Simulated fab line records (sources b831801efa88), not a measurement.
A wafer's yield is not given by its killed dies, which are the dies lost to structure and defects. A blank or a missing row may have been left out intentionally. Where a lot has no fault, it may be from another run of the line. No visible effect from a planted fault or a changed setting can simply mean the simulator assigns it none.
The tool behind it: which one? / flow sky130 / 21 wafers from 7 lots sampled at 4 of the route's 708 steps

## WHAT EACH GAUGE READ, for each wafer
SKY_METAL1_THK_MEAS_06: measures by xrf.
lot=L201; measured=day 34 02:36; on=film-metro-03; METAL1_ALCU_THK (nm)=254 256 250
lot=L204; measured=day 34 13:43; on=film-metro-02; METAL1_ALCU_THK (nm)=261 257 258
lot=L209; measured=day 36 15:25; on=film-metro-03; METAL1_ALCU_THK (nm)=259 256 258
lot=L214; measured=day 37 19:58; on=film-metro-01; METAL1_ALCU_THK (nm)=293 290 289
lot=L216; measured=day 38 03:58; on=film-metro-01; METAL1_ALCU_THK (nm)=256 256 258
lot=L219; measured=day 39 12:53; on=film-metro-03; METAL1_ALCU_THK (nm)=256 254 256
lot=L221; measured=day 39 22:08; on=film-metro-02; METAL1_ALCU_THK (nm)=256 253 257

## WHAT TOOL EACH LOT RAN ON (gives the tool, then ch and the chambers of the sampled wafers, and finally the start)
lot=L201; SKY_CONTACT_CVD_00=pecvd-04 ch 1,2, day 32 20:34; SKY_CONTACT_ETCH_16=rie-diel-02 ch 0,1, day 34 00:58; SKY_METAL1_SPUTTER_04=pvd-sputter-04, day 34 02:26
lot=L204; SKY_CONTACT_CVD_00=pecvd-04 ch 0,1,2, day 33 07:35; SKY_CONTACT_ETCH_16=rie-diel-04 ch 1,2, day 34 12:04; SKY_METAL1_SPUTTER_04=pvd-sputter-02, day 34 13:32
lot=L209; SKY_CONTACT_CVD_00=pecvd-04 ch 0,2, day 35 09:40; SKY_CONTACT_ETCH_16=rie-diel-04 ch 1,2,3, day 36 13:46; SKY_METAL1_SPUTTER_04=pvd-sputter-03, day 36 15:14
lot=L214; SKY_CONTACT_CVD_00=pecvd-03 ch 0,2, day 36 15:38; SKY_CONTACT_ETCH_16=rie-diel-04 ch 2,3, day 37 18:04; SKY_METAL1_SPUTTER_04=pvd-sputter-04, day 37 19:47
lot=L216; SKY_CONTACT_CVD_00=pecvd-01 ch 0,1,2, day 36 23:02; SKY_CONTACT_ETCH_16=rie-diel-01 ch 1,2,3, day 38 02:13; SKY_METAL1_SPUTTER_04=pvd-sputter-03, day 38 03:46
lot=L219; SKY_CONTACT_CVD_00=pecvd-03 ch 0,1, day 38 07:55; SKY_CONTACT_ETCH_16=rie-diel-04 ch 0,1,3, day 39 11:13; SKY_METAL1_SPUTTER_04=pvd-sputter-04, day 39 12:43
lot=L221; SKY_CONTACT_CVD_00=pecvd-04 ch 0,2, day 38 18:24; SKY_CONTACT_ETCH_16=rie-diel-02 ch 1,2,3, day 39 20:28; SKY_METAL1_SPUTTER_04=pvd-sputter-02, day 39 21:57
- SKY_CONTACT_CVD_00: deposits Si3N4, target thk 75 nm.
- SKY_CONTACT_ETCH_16: etches BARC in N2/H2, stops on SiO2, time 45.9 s, target depth 60 nm.
- SKY_METAL1_SPUTTER_04: material TiN, target thk 70 nm, time 58.3 s.

## THE ANSWER, worked out from the rows above alone
Rule: usual is defined by the lots themselves. Put in order of their means at a reading, lots are off if they are a third of the lots or fewer, leave a main group of 4 or more, and stand apart from it by a gap of 3 or more times the standard deviation of the main group's means; of several such gaps the widest counts. The tables above print the reading to a certain number of digits; a main group whose means all agree to those digits is not used. Also off: a lot with no number at a reading for which 4 or more lots have one. Any other lot the step has rows for is counted as sound.
Off: at SKY_METAL1_THK_MEAS_06 (METAL1_ALCU_THK), L214. For the main group the mean is 256 nm and the standard deviation 1.7.
If a tool, at a process step before that reading, ran all the lots that are off and no sound lot after the first of them, it fits. Gauges at SKY_METAL1_THK_MEAS_06: tried the same way as those tools. Of those tried, none fits.

## WHAT WAS PUT IN BY THE SIMULATOR
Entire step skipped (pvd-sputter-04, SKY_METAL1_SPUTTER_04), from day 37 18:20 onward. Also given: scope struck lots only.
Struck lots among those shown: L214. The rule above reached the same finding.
